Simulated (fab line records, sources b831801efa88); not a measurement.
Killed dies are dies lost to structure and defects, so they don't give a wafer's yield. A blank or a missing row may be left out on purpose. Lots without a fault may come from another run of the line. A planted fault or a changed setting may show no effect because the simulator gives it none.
fab line records | flow sky130
record lots=5 wafers=15 last_day=50
route steps=708 shown CAPM@544 METAL3@555 VIA3@573
lots that met no fault: from a run of the same line without faults
start_h: hours from the record's first day to the start of the lot's first wafer shown | wait_h: hours since the lot's step before | " the same as in the row above | L1.1+2: a row that stands for several wafers | - no value, or no start given | * or withheld: withheld | < > ~ a bound
route shown NAME@n: a module of which the file shows steps, and the number in the route of the first | usual: mean/standard deviation of fault-free wafers | same: alike in all rows | chamber/n: place in a boat | sites: the reading at each site | _std_site: their standard deviation | _edge_site: outer sites' mean less inner sites' | radius_mm: how far each site lies from the wafer's centre | mask NAME#n: copy n | behind: the tool/chamber that last shaped the wafer | hold: why the lot was held/for how many hours/how that ended | device: the transistor (n, p or np) that didn't switch | end of line: the same wafers' tests at the end of the route | a step without rows: its recipe alone | killed: dies lost to structure and defects at the first sort, not the wafer's yield | map: a wafer's dies, x killed, . not, _ none there
set.NAME: the setting as run; set.NAME@STEP: as run at that earlier step | model.NAME: the simulator's own value behind a step, which no gauge read
lots at some steps of the route; a table a step, a row a wafer
services: from which hour (start_h, from the record's first day; less than 0 if before it) a tool's chamber was out of use, for how many hours, and why
## steps
# step SKY_CAPM_COAT_07
# recipe resist=NOVOLAK spin_rpm=3000 resist_thk_nm=1140
# columns lot.wafer tool chamber start_h wait_h
L085.1+2+4 litho_track-03 0 947.32 0.1
L086.2+3+6 litho_track-04 0 953.46 0.1
L088.1+2+5 litho_track-03 0 962.57 0.1
L091.2+3+6 litho_track-04 0 986.91 0.1
L095.2+3+4 litho_track-01 0 1010.97 0.1
# step SKY_CAPM_SOFTBAKE_08
# recipe temp_c=90 time_s=60 resist=NOVOLAK
# columns lot.wafer tool chamber start_h wait_h
L085.1+2+4 litho_track-03 0 947.47 0.1
L086.2+3+6 litho_track-04 0 953.61 0.1
L088.1+2+5 litho_track-03 0 962.72 0.1
L091.2+3+6 litho_track-04 0 987.06 0.1
L095.2+3+4 litho_track-01 0 1011.12 0.1
# step SKY_CAPM_EXPOSE_09
# recipe mask_id=CAPM na=0.6 source_shape=conventional sigma_outer=0.6 polarization=unpolarized target_cd_nm=1000 dose_mj=159
# columns lot.wafer tool chamber start_h wait_h mask
L085.1+2+4 iline_stepper-01 0 - - CAPM#0
L086.2+3+6 iline_stepper-02 0 - - CAPM#0
L088.1+2+5 iline_stepper-01 0 - - CAPM#0
L091.2+3+6 iline_stepper-01 0 - - CAPM#0
L095.2+3+4 iline_stepper-01 0 - - CAPM#0
# step SKY_CAPM_PEB_10
# recipe temp_c=withheld time_s=* resist=NOVOLAK
# columns lot.wafer tool chamber start_h wait_h
L085.1+2+4 litho_track-03 0 - -
L086.2+3+6 litho_track-03 0 - -
L088.1+2+5 litho_track-03 0 - -
L091.2+3+6 litho_track-03 0 - -
L095.2+3+4 litho_track-04 0 - -
# step SKY_CAPM_DEVELOP_11
# recipe resist=NOVOLAK developer=TMAH develop_time_s=60 dev_temp_c=23
# columns lot.wafer tool chamber start_h wait_h
L085.1+2+4 litho_track-03 0 959.27 0.1
L086.2+3+6 litho_track-03 0 965.24 0.1
L088.1+2+5 litho_track-03 0 973.97 0.1
L091.2+3+6 litho_track-03 0 998.74 0.1
L095.2+3+4 litho_track-04 0 1022.26 0.1
# step SKY_CAPM_OVL_MEAS_12
# usual CAPM_OVL=-0.2/1.6
# columns lot.wafer tool chamber start_h wait_h CAPM_OVL[nm]
L085.1 overlay-02 - 959.42 0.1 1.7
L085.2 " - " " -1.0
L085.4 " - " " -0.1
L086.2 overlay-01 - 965.38 0.1 1.5
L086.3 " - " " 0.5
L086.6 " - " " 1.1
L088.1 overlay-02 - 974.12 0.1 -2.9
L088.2 " - " " -0.9
L088.5 " - " " -1.0
L091.2 overlay-01 - 998.88 0.1 2.3
L091.3 " - " " 0.5
L091.6 " - " " 1.5
L095.2 overlay-02 - 1022.39 0.1 0.1
L095.3 " - " " -3.1
L095.4 " - " " -1.7
# step SKY_CAPM_METAL_ETCH_13
# recipe target_depth_nm=220 stop_on=SiO2 chemistry=Cl2/BCl3 target=TiN pressure_mtorr=10 icp_w=900 bias_w=48.5 Cl2_flow_sccm=60 bcl3_flow_sccm=30 time_s=62.9
# usual drypump_motor_current_A=5.6/0.43 mfc_cl2_sccm=59.99/0.17 oes_product_au=0.941/0.0066 throttle_valve_pct=21.901/0.011
# columns lot.wafer tool chamber start_h wait_h drypump_motor_current_A mfc_cl2_sccm oes_product_au rf_hours_counter_h throttle_valve_pct
L085.1 rie_metal-03 1 959.46 0.0 6.0 60.21 0.944 11 21.882
L085.2 " 0 " " 6.6 60.08 0.942 15 21.915
L085.4 " 1 " " 6.0 59.99 0.936 - 21.909
L086.2 rie_metal-01 0 965.41 0.0 5.4 60.26 0.944 5 21.898
L086.3 " 0 " " 5.4 60.26 0.933 - 21.918
L086.6 " 0 " " 5.4 60.12 0.940 - 21.912
L088.1 rie_metal-01 1 974.16 0.0 5.3 59.82 0.949 13 21.900
L088.2 " 0 " " 5.4 60.09 0.941 5 21.888
L088.5 " 1 " " 5.3 60.09 0.938 - 21.904
L091.2 rie_metal-01 1 998.91 0.0 5.2 60.01 0.940 14 21.909
L091.3 " 1 " " 5.2 59.95 0.942 - 21.912
L091.6 " 0 " " 5.5 60.34 0.938 - 21.893
L095.2 rie_metal-03 1 1022.42 0.0 6.0 60.04 0.947 14 21.913
L095.3 " 1 " " 6.0 59.91 0.941 - 21.904
L095.4 " 0 " " 6.6 60.19 0.950 - 21.904
# step SKY_CAPM_STRIP_14
# recipe chemistry=O2/N2 power_w=1400 pressure_mtorr=1500 platen_temp_c=withheld o2_flow_sccm=3000 n2_flow_sccm=300 overash_fraction=0.5
# usual drypump_motor_current_A=5.9/0.56 oes_product_au=0.710/0.0043 strip_time_to_endpoint_s=12.66/0.052
# same overash_fraction=0.5
# columns lot.wafer tool chamber start_h wait_h drypump_motor_current_A oes_product_au rf_hours_counter_h strip_time_to_endpoint_s
L085.1 plasma_asher-03 1 959.53 0.1 5.3 0.713 81 12.64
L085.2 " 0 " " 6.2 0.711 81 12.62
L085.4 " 1 " " 5.3 0.705 - 12.62
L086.2 plasma_asher-03 1 965.48 0.1 5.3 0.712 82 12.68
L086.3 " 0 " " 6.2 0.705 - 12.66
L086.6 " 1 " " 5.3 0.706 - 12.70
L088.1 plasma_asher-02 1 974.23 0.1 6.5 0.711 114 12.66
L088.2 " 0 " " 5.8 0.712 114 12.65
L088.5 " 0 " " 5.8 0.718 - 12.67
L091.2 plasma_asher-04 1 998.98 0.1 6.7 0.712 57 12.72
L091.3 " 1 " " 6.7 0.717 - 12.70
L091.6 " 0 " " 5.1 0.714 - 12.69
L095.2 plasma_asher-02 1 1022.50 0.1 6.5 0.715 118 12.60
L095.3 " 0 " " 5.8 0.713 - 12.62
L095.4 " 1 " " 6.5 0.713 - 12.56
# step SKY_CAPM_STRIP_15
# recipe chemistry=post_etch_residue_remover time_s=1200 temp_c=72.5
# columns lot.wafer tool chamber start_h wait_h
L085.1+2+4 wet_bench-04 3 959.63 0.1
L086.2+3+6 wet_bench-02 2 965.58 0.1
L088.1+2+5 wet_bench-04 0 974.33 0.1
L091.2+3+6 wet_bench-02 0 999.08 0.1
L095.2+3+4 wet_bench-02 3 1022.60 0.1
# step SKY_CAPM_CLEAN_16
# recipe chemistry=IPA time_s=180 temp_c=25
# columns lot.wafer tool chamber start_h wait_h
L085.1+2+4 wet_bench-02 1 959.97 0.0
L086.2+3+6 wet_bench-04 1 966.33 0.0
L088.1+2+5 wet_bench-02 2 974.67 0.0
L091.2+3+6 wet_bench-02 1 999.42 0.0
L095.2+3+4 wet_bench-02 0 1022.94 0.0
# step SKY_CAPM_CLEAN_17
# recipe chemistry=O3/DIW dry=n2_spin
# columns lot.wafer tool chamber start_h wait_h
L085.1+2+4 wet_bench-01 3 960.09 0.0
L086.2+3+6 wet_bench-02 1 966.39 0.0
L088.1+2+5 wet_bench-01 3 974.73 0.0
L091.2+3+6 wet_bench-02 2 999.48 0.0
L095.2+3+4 wet_bench-02 3 1023.00 0.0
# step SKY_METAL3_DEHYDRATE_05
# recipe temp_c=200 time_s=60
# columns lot.wafer tool chamber start_h wait_h
L085.1+2+4 litho_track-01 0 971.45 11.3
L086.2+3+6 litho_track-02 0 977.98 11.4
L088.1+2+5 litho_track-02 0 985.81 11.0
L091.2+3+6 litho_track-02 0 1009.93 10.4
L095.2+3+4 litho_track-02 0 1033.44 10.3
# step SKY_METAL3_HMDS_06
# recipe prime_time_s=60 prime_temp_c=120
# columns lot.wafer tool chamber start_h wait_h
L085.1+2+4 litho_track-01 0 971.60 0.1
L086.2+3+6 litho_track-02 0 978.13 0.1
L088.1+2+5 litho_track-02 0 985.96 0.1
L091.2+3+6 litho_track-02 0 1010.08 0.1
L095.2+3+4 litho_track-02 0 1033.59 0.1
# step SKY_METAL3_COAT_07
# recipe resist=BARC temp_c=withheld time_s=withheld spin_rpm=3000 resist_thk_nm=60
# columns lot.wafer tool chamber start_h wait_h
L085.1+2+4 litho_track-01 0 971.75 0.1
L086.2+3+6 litho_track-02 0 978.28 0.1
L088.1+2+5 litho_track-02 0 986.11 0.1
L091.2+3+6 litho_track-02 0 1010.23 0.1
L095.2+3+4 litho_track-02 0 1033.74 0.1
# step SKY_METAL3_COAT_08
# recipe resist=KrF-thick spin_rpm=3000 resist_thk_nm=1140
# columns lot.wafer tool chamber start_h wait_h
L085.1+2+4 litho_track-01 0 - -
L086.2+3+6 litho_track-02 0 - -
L088.1+2+5 litho_track-02 0 - -
L091.2+3+6 litho_track-02 0 - -
L095.2+3+4 litho_track-02 0 - -
# step SKY_METAL3_SOFTBAKE_09
# recipe temp_c=100 time_s=90 resist=KrF-thick
# columns lot.wafer tool chamber start_h wait_h
L085.1+2+4 litho_track-01 0 - -
L086.2+3+6 litho_track-02 0 - -
L088.1+2+5 litho_track-02 0 - -
L091.2+3+6 litho_track-02 0 - -
L095.2+3+4 litho_track-02 0 - -
# step SKY_METAL3_EXPOSE_10
# recipe mask_id=MM3 na=0.68 source_shape=annular sigma_inner=0.4 sigma_outer=0.8 target_cd_nm=300 dose_mj=28
# columns lot.wafer tool chamber start_h wait_h mask
L085.1+2+4 krf_scanner-02 0 - - MM3#0
L086.2+3+6 krf_scanner-02 0 - - MM3#0
L088.1+2+5 krf_scanner-01 0 - - MM3#0
L091.2+3+6 krf_scanner-01 0 - - MM3#0
L095.2+3+4 krf_scanner-02 0 - - MM3#0
# step SKY_METAL3_PEB_11
# recipe peb_temp_c=withheld peb_time_s=withheld resist=KrF-thick
# columns lot.wafer tool chamber start_h wait_h
L085.1+2+4 litho_track-02 0 - -
L086.2+3+6 litho_track-04 0 - -
L088.1+2+5 litho_track-01 0 - -
L091.2+3+6 litho_track-02 0 - -
L095.2+3+4 litho_track-04 0 - -
# step SKY_METAL3_DEVELOP_12
# recipe develop_time_s=60 resist=KrF-thick dev_temp_c=21
# columns lot.wafer tool chamber start_h wait_h
L085.1+2+4 litho_track-02 0 - -
L086.2+3+6 litho_track-04 0 - -
L088.1+2+5 litho_track-01 0 - -
L091.2+3+6 litho_track-02 0 - -
L095.2+3+4 litho_track-04 0 - -
# step SKY_METAL3_CD_MEAS_13
# recipe target_cd_nm=300
# usual cd_nm=300.3/1.6
# columns lot.wafer tool chamber start_h wait_h cd_nm
L085.1 cd_sem-02 - 983.46 - 300.5
L085.2 " - " " 298.6
L085.4 " - " " 299.0
L086.2 cd_sem-02 - 989.81 - 301.4
L086.3 " - " " 300.2
L086.6 " - " " 299.6
L088.1 cd_sem-02 - 998.70 - 298.7
L088.2 " - " " 299.7
L088.5 " - " " 298.3
L091.2 cd_sem-01 - 1022.28 - 303.2
L091.3 " - " " 303.8
L091.6 " - " " 304.6
L095.2 cd_sem-02 - 1045.26 - 296.4
L095.3 " - " " 297.0
L095.4 " - " " 296.1
# step SKY_METAL3_OVL_MEAS_14
# usual METAL3_OVL=1/5.8
# columns lot.wafer tool chamber start_h wait_h METAL3_OVL[nm]
L085.1 overlay-01 - 983.58 0.1 6
L085.2 " - " " 3
L085.4 " - " " -1
L086.2 overlay-01 - 989.91 0.1 -4
L086.3 " - " " -7
L086.6 " - " " -6
L088.1 overlay-01 - 998.82 0.1 -12
L088.2 " - " " -4
L088.5 " - " " -6
L091.2 overlay-01 - 1022.39 0.1 -8
L091.3 " - " " -4
L091.6 " - " " 2
L095.2 overlay-01 - 1045.36 0.1 3
L095.3 " - " " 12
L095.4 " - " " 0
# step SKY_METAL3_DESCUM_15
# recipe chemistry=O2 source_power_w=150 bias_power_w=0 pressure_mtorr=10 temp_c=40 time_s=8
# usual drypump_motor_current_A=5.9/0.46 oes_product_au=1.004/0.0078
# columns lot.wafer tool chamber start_h wait_h drypump_motor_current_A oes_product_au rf_hours_counter_h
L085.1 rie_metal-03 0 983.62 0.0 6.5 1.008 16
L085.2 " 1 " " 6.1 1.016 12
L085.4 " 1 " " 6.0 0.998 -
L086.2 rie_metal-03 0 989.94 0.0 6.5 1.014 16
L086.3 " 1 " " 6.0 1.004 -
L086.6 " 0 " " 6.5 1.007 -
L088.1 rie_metal-02 0 998.85 0.0 5.6 0.989 8
L088.2 " 1 " " 5.4 1.018 9
L088.5 " 0 " " 5.6 0.993 -
L091.2 rie_metal-02 0 1022.42 0.0 5.6 1.005 9
L091.3 " 1 " " 5.4 1.008 -
L091.6 " 0 " " 5.6 0.994 -
L095.2 rie_metal-02 1 1045.39 0.0 5.4 1.005 12
L095.3 " 0 " " 5.6 0.993 -
L095.4 " 1 " " 5.4 0.999 -
# step SKY_METAL3_ETCH_16
# recipe chemistry=N2/H2 target=BARC ion_energy_ev=200 bias_w=100 pressure_mtorr=30 n2_flow_sccm=100 h2_flow_sccm=200 icp_w=500 stop_on=SiO2 time_s=88.2 target_depth_a=600
# usual drypump_motor_current_A=6.0/0.45 oes_product_au=0.626/0.0044 throttle_valve_pct=13.206/0.0094
# columns lot.wafer tool chamber start_h wait_h drypump_motor_current_A oes_product_au rf_hours_counter_h throttle_valve_pct
L085.1 rie_metal-03 0 983.65 0.0 6.5 0.623 16 13.216
L085.2 " 1 " " 6.0 0.626 12 13.205
L085.4 " 1 " " 6.0 0.626 - 13.198
L086.2 rie_metal-03 0 989.97 0.0 6.6 0.630 16 13.209
L086.3 " 1 " " 6.1 0.622 - 13.214
L086.6 " 0 " " 6.6 0.632 - 13.217
L088.1 rie_metal-02 0 998.89 0.0 5.6 0.625 8 13.200
L088.2 " 1 " " 5.4 0.629 9 13.217
L088.5 " 0 " " 5.6 0.623 - 13.208
L091.2 rie_metal-02 0 1022.45 0.0 5.7 0.618 9 13.195
L091.3 " 1 " " 5.3 0.626 - 13.220
L091.6 " 0 " " 5.7 0.624 - 13.203
L095.2 rie_metal-02 1 1045.42 0.0 5.3 0.624 12 13.207
L095.3 " 0 " " 5.7 0.632 - 13.211
L095.4 " 1 " " 5.4 0.630 - 13.211
# step SKY_METAL3_ETCH_17
# recipe target=SiO2 stop_on=TiN chemistry=C4F8/O2/Ar source_w=1500 bias_w=1200 pressure_mtorr=40 c4f8_flow_sccm=withheld O2_flow_sccm=6 Ar_flow_sccm=300 time_s=3.9 target_depth_a=150
# usual oes_product_au=0.756/0.0064
# columns lot.wafer tool chamber start_h wait_h oes_product_au
L085.1 rie_diel-04 1 983.75 0.1 0.753
L085.2 " 0 " " 0.757
L085.4 " 2 " " 0.760
L086.2 rie_diel-03 1 990.07 0.1 0.753
L086.3 " 3 " " 0.758
L086.6 " 3 " " 0.755
L088.1 rie_diel-02 2 998.98 0.1 0.753
L088.2 " 1 " " 0.749
L088.5 " 0 " " 0.751
L091.2 rie_diel-02 2 1022.55 0.1 0.748
L091.3 " 0 " " 0.752
L091.6 " 1 " " 0.751
L095.2 rie_diel-04 2 1045.52 0.1 0.757
L095.3 " 0 " " 0.750
L095.4 " 3 " " 0.761
# step SKY_METAL3_METAL_ETCH_18
# recipe target_depth_a=8450 stop_on=SiO2 over_etch_frac=0.3 time_s=183.1 chemistry=Cl2/BCl3 resist_sidewall_deg=88 pressure_mtorr=10 icp_w=900 bias_w=48.5 Cl2_flow_sccm=60 bcl3_flow_sccm=30
# usual drypump_motor_current_A=5.8/0.43 mfc_cl2_sccm=59.99/0.17 oes_product_au=0.867/0.0058 throttle_valve_pct=22.265/0.0093
# columns lot.wafer tool chamber start_h wait_h drypump_motor_current_A mfc_cl2_sccm oes_product_au rf_hours_counter_h throttle_valve_pct
L085.1 rie_metal-04 0 983.76 0.0 5.2 59.96 0.870 18 22.268
L085.2 " 1 " " 6.0 60.08 0.866 13 22.269
L085.4 " 1 " " 6.0 59.75 0.855 - 22.278
L086.2 rie_metal-02 1 990.09 0.0 5.4 60.25 0.863 9 22.254
L086.3 " 1 " " 5.3 60.32 0.867 - 22.273
L086.6 " 0 " " 5.7 59.87 0.879 - 22.280
L088.1 rie_metal-04 0 999.00 0.0 5.2 60.29 0.863 19 22.264
L088.2 " 1 " " 6.0 59.94 0.863 14 22.255
L088.5 " 1 " " 6.0 60.00 0.873 - 22.265
L091.2 rie_metal-04 1 1022.57 0.0 6.0 59.92 0.882 16 22.272
L091.3 " 0 " " 5.2 60.13 0.869 - 22.274
L091.6 " 0 " " 5.2 60.11 0.877 - 22.258
L095.2 rie_metal-04 1 1045.60 0.1 6.0 59.89 0.861 - 22.267
L095.3 " 1 " " 6.0 59.94 0.863 - 22.259
L095.4 " 1 " " 6.0 60.00 0.860 - 22.258
# step SKY_METAL3_STRIP_19
# recipe chemistry=O2/N2 power_w=1400 pressure_mtorr=1500 platen_temp_c=withheld o2_flow_sccm=3000 n2_flow_sccm=300 overash_fraction=0.5
# usual drypump_motor_current_A=5.6/0.69 oes_product_au=0.501/0.0062 strip_time_to_endpoint_s=6.51/0.075
# same overash_fraction=0.5
# columns lot.wafer tool chamber start_h wait_h drypump_motor_current_A oes_product_au rf_hours_counter_h strip_time_to_endpoint_s
L085.1 plasma_asher-03 1 983.94 0.1 5.3 0.508 84 6.43
L085.2 " 0 " " 6.2 0.495 84 6.50
L085.4 " 0 " " 6.2 0.505 - 6.48
L086.2 plasma_asher-03 1 990.27 0.1 5.3 0.506 84 6.49
L086.3 " 0 " " 6.2 0.501 - 6.45
L086.6 " 1 " " 5.3 0.504 - 6.62
L088.1 plasma_asher-03 1 999.24 0.2 5.2 0.497 85 6.55
L088.2 " 0 " " 6.2 0.505 85 6.61
L088.5 " 0 " " 6.2 0.502 - 6.64
L091.2 plasma_asher-03 0 1022.80 0.2 6.2 0.508 88 6.57
L091.3 " 1 " " 5.3 0.492 - 6.44
L091.6 " 1 " " 5.3 0.503 - 6.47
L095.2 plasma_asher-01 0 1045.90 0.2 4.8 0.508 30 6.59
L095.3 " 1 " " 5.2 0.512 - 6.61
L095.4 " 0 " " 4.8 0.508 - 6.58
# step SKY_METAL3_STRIP_20
# recipe chemistry=post_etch_residue_remover time_s=1200 temp_c=72.5
# columns lot.wafer tool chamber start_h wait_h
L085.1+2+4 wet_bench-03 0 984.04 0.1
L086.2+3+6 wet_bench-04 1 990.37 0.1
L088.1+2+5 wet_bench-03 0 999.34 0.1
L091.2+3+6 wet_bench-04 2 1022.94 0.1
L095.2+3+4 wet_bench-01 1 1046.00 0.1
# step SKY_METAL3_CLEAN_21
# recipe chemistry=IPA time_s=180 temp_c=25
# columns lot.wafer tool chamber start_h wait_h
L085.1+2+4 wet_bench-04 3 984.41 0.0
L086.2+3+6 wet_bench-01 2 990.71 0.0
L088.1+2+5 wet_bench-03 3 999.68 0.0
L091.2+3+6 wet_bench-03 0 1023.31 0.0
L095.2+3+4 wet_bench-04 0 1046.37 0.0
# step SKY_METAL3_CLEAN_22
# recipe chemistry=O3/DIW dry=n2_spin
# columns lot.wafer tool chamber start_h wait_h
L085.1+2+4 wet_bench-04 2 984.47 0.0
L086.2+3+6 wet_bench-03 3 990.83 0.0
L088.1+2+5 wet_bench-03 3 999.74 0.0
L091.2+3+6 wet_bench-04 3 1023.37 0.0
L095.2+3+4 wet_bench-01 3 1046.43 0.0
# step SKY_VIA3_HDPCVD_00
# recipe material=SiO2 target_thk_nm=1635 sigma_open_frac=0.3 time_s=272.5 temp_c=400 sih4_flow_sccm=60 pressure_mtorr=6
# columns lot.wafer tool chamber start_h wait_h
L085.1+2+4 hdpcvd-02 1,0,0 984.56 0.0
L086.2+3+6 hdpcvd-02 2,1,0 990.92 0.0
L088.1+2+5 hdpcvd-02 1,0,0 999.83 0.0
L091.2+3+6 hdpcvd-01 0,2,0 1023.47 0.0
L095.2+3+4 hdpcvd-02 1,2,0 1046.53 0.0
# step SKY_VIA3_THK_MEAS_01
# recipe reads=SiO2_of_VIA3_HDPCVD_00
# usual VIA3_HDPCVD_THK=1628/13
# columns lot.wafer tool chamber start_h wait_h VIA3_HDPCVD_THK[nm]
L085.1 film_metro-03 - 984.73 0.1 1641
L085.2 " - " " 1615
L085.4 " - " " 1647
L086.2 film_metro-01 - 991.10 0.1 1644
L086.3 " - " " 1626
L086.6 " - " " 1628
L088.1 film_metro-02 - 1000.00 0.1 1600
L088.2 " - " " 1625
L088.5 " - " " 1616
L091.2 film_metro-03 - 1023.64 0.1 1640
L091.3 " - " " 1620
L091.6 " - " " 1618
L095.2 film_metro-02 - 1046.70 0.1 1638
L095.3 " - " " 1636
L095.4 " - " " 1640
# step SKY_VIA3_CMP_02
# recipe material=SiO2 down_force_psi=4 platen_rpm=60 pad_velocity_m_s=0.94248
# usual motor_current_A=11.7/0.93 retaining_ring_pressure_frac=1.001/0.0051 slurry_flow_ml_min=150.0/0.44
# columns lot.wafer tool chamber start_h wait_h motor_current_A retaining_ring_pressure_frac slurry_flow_ml_min
L085.1 cmp-02 2 984.79 0.1 12.6 0.992 149.9
L085.2 " 0 " " 12.6 1.004 150.0
L085.4 " 1 " " 10.4 0.991 149.8
L086.3 cmp-01 1 991.20 0.1 11.0 1.001 150.1
L086.2 " 3 " " 11.2 1.001 149.4
L086.6 " 1 " " 10.7 0.995 151.2
L088.2 cmp-01 3 1000.06 0.0 11.4 1.001 150.2
L088.1 " 1 " " 10.4 1.007 150.2
L088.5 " 3 " " 10.9 1.000 150.3
L091.2 cmp-02 0 1023.74 0.1 12.6 0.999 150.3
L091.3 " 1 " " 10.1 1.007 150.0
L091.6 " 3 " " 11.4 1.010 150.0
L095.2 cmp-02 3 1046.75 0.0 11.3 1.002 149.6
L095.3 " 0 " " 12.6 1.010 150.5
L095.4 " 1 " " 10.6 0.999 150.2
# step SKY_VIA3_BOW_MEAS_03
# recipe mode=bow
# usual VIA3_BOW=80/7.8
# columns lot.wafer tool chamber start_h wait_h VIA3_BOW[um]
L085.1 film_metro-01 - 985.09 0.2 86
L085.2 " - " " 76
L085.4 " - " " 71
L086.2 film_metro-01 - 991.47 0.1 91
L086.3 " - " " 90
L086.6 " - " " 79
L088.1 film_metro-02 - 1000.37 0.2 90
L088.2 " - " " 85
L088.5 " - " " 86
L091.2 film_metro-02 - 1024.01 0.2 75
L091.3 " - " " 66
L091.6 " - " " 66
L095.2 film_metro-03 - 1047.07 0.3 91
L095.3 " - " " 79
L095.4 " - " " 87
## services
# columns tool chamber start_h hours kind
rie_metal-02 - 924.23 14.6 pm
plasma_asher-03 - 929.29 0.7 repair
krf_scanner-02 - 930.05 1.0 pm
krf_scanner-02 - 932.78 1.3 pm
wet_bench-02 - 936.22 0.5 repair
krf_scanner-01 - 938.83 1.5 repair
plasma_asher-04 - 945.42 1.1 repair
hdpcvd-02 - 950.25 15.0 pm
plasma_asher-02 - 951.60 0.8 repair
cmp-02 - 961.60 0.9 repair
hdpcvd-02 - 965.25 6.0 pm
cmp-01 - 967.18 5.5 pm
wet_bench-03 - 967.77 1.7 repair
iline_stepper-01 - 972.26 1.7 pm
krf_scanner-02 - 980.60 0.8 pm
hdpcvd-01 0 985.76 2.6 repair
rie_diel-02 3 1001.10 8.3 repair
rie_metal-02 - 1007.86 2.8 pm
wet_bench-01 - 1022.61 1.9 pm
cmp-01 - 1027.49 0.2 repair
rie_metal-04 0 1028.94 25.6 repair
cmp-02 - 1032.57 5.8 pm
wet_bench-04 - 1037.66 4.4 pm
plasma_asher-02 - 1042.88 81.5 repair
## key
fault none
